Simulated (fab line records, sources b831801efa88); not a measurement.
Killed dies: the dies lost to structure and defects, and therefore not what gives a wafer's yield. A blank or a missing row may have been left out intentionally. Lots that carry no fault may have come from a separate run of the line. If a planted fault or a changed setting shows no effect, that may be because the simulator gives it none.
The same fault as seen by 2 desks	flow gf180mcu	only its own numbers are on each desk; what lay behind them is given at the end

THE METROLOGY DESK
What the gauges read, lot by lot, whatever tool the lot ran on: means of the sampled wafers that have a number. If a lot's mean is further than 4 standard deviations from the usual mean, the lot is out of limits and carries the mark OUT (the distance appears in the brackets).
Columns: A = POLY_GATE_CVD_00_THK at GF_POLY_GATE_THK_MEAS_01, usual 200.1 nm; B = cd_nm at GF_POLY_GATE_CD_MEAS_10, usual 280.0 nm; C = POLY_GATE_OVL at GF_POLY_GATE_OVL_MEAS_11, usual 1 nm
lot	first seen here	A	B	C
L968	day 8 10:03	199.1	279.2	-3
L975	day 10 11:26	200.1	281.3	-2
L982	day 12 11:11	198.9	280.7	0
L984	day 13 04:46	198.7	282.0	5
L989	day 14 20:01	200.3	279.3	-5
L991	day 15 03:53	200.9	280.0	1
Result from this desk: across the 6 lots, nothing is out of limits.

TOOL OWNER'S DESK, litho_track-04
The tool's own readings at GF_POLY_GATE_PEB_08 (peb time 90 s): means of the sampled wafers that have a number, for each lot that ran on this tool. If a lot's mean is further than 4 standard deviations from the usual mean, the lot is out of limits and carries the mark OUT (the distance appears in the brackets).
Columns: A = heater_power_total_W at GF_POLY_GATE_PEB_08, usual 85.69 W; B = plate_temp_C at GF_POLY_GATE_PEB_08, usual 135.00 C
lot	first seen here	A	B
L975	day 11 04:49	85.78	135.10
L982	day 13 06:25	86.32 (+7.8) OUT	134.91
L984	day 13 23:24	87.04 (+17) OUT	134.92
This desk's verdict: out of limits on L982, L984, starting with L982 at day 13 06:25 (heater_power_total_W at GF_POLY_GATE_PEB_08). L975: within limits.

PUT TOGETHER
The tool owner's desk had the chance to raise an alarm at day 13 06:25 on L982, L984.
Metrology desk: nothing out of limits seen.
The metrology desk holds a record of L982, L984, inside its limits.
On litho_track-04, each named lot ran GF_POLY_GATE_PEB_08.

WHAT THE SIMULATOR HAD PUT IN
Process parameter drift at GF_POLY_GATE_PEB_08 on litho_track-04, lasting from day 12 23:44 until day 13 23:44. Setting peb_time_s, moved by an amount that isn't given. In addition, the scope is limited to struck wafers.
Lots struck among those shown: L982, L984.
Time in hours from fault onset to the first out-of-limits reading at each desk: the tool owner's desk, 7.
